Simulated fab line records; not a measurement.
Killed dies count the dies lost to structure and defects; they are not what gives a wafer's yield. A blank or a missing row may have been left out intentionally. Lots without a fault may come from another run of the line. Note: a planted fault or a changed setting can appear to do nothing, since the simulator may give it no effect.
A single fault, viewed from 2 desks | flow gf180mcu | numbers are kept per desk, each desk with only its own; the story behind them comes last

== THE METROLOGY DESK ==
Means of the sampled wafers that have a number, per lot and without regard to the tool the lot ran on: this is what the gauges read. If a lot's mean is further than 4 standard deviations from the usual mean, the lot is out of limits and carries the mark OUT (the distance appears in the brackets).
Columns: A = V4_W_RS at GF_V4_RS_MEAS_24, usual 0.327 ohm/sq; B = V4_W_THK at GF_V4_THK_MEAS_25, usual 358 nm
lot  | first seen here | A     | B
L509 | day 25 06:47    | 0.329 | 355
L519 | day 28 16:37    | 0.326 | 353
L520 | day 29 00:09    | 0.331 | 359
L526 | day 30 12:28    | 0.328 | 359
L527 | day 30 17:55    | 0.334 | 352
L528 | day 30 23:38    | 0.328 | 359
This desk's verdict: no lot among the 6 shows anything out of limits.

== TOOL OWNER'S DESK, pvd_sputter-03 ==
The tool's own readings at GF_MIM_SPUTTER_02 (material AlCu, target thk 450 nm, time 23.9 s): means of the sampled wafers that have a number, for each lot that ran on this tool. If a lot's mean is further than 4 standard deviations from the usual mean, the lot is out of limits and carries the mark OUT (the distance appears in the brackets).
Columns: A = throttle_valve_pct at GF_MIM_SPUTTER_02, usual 30.5 %
lot  | first seen here | A
L509 | day 25 07:20    | 31.5
L519 | day 28 17:13    | 31.3
L520 | day 29 00:46    | 30.4
This desk's verdict: no lot among the 3 shows anything out of limits.

== TAKEN TOGETHER ==
The metrology desk saw nothing out of limits.
The desk of the tool owner found nothing out of limits.

== WHAT THE SIMULATOR HAD PUT IN ==
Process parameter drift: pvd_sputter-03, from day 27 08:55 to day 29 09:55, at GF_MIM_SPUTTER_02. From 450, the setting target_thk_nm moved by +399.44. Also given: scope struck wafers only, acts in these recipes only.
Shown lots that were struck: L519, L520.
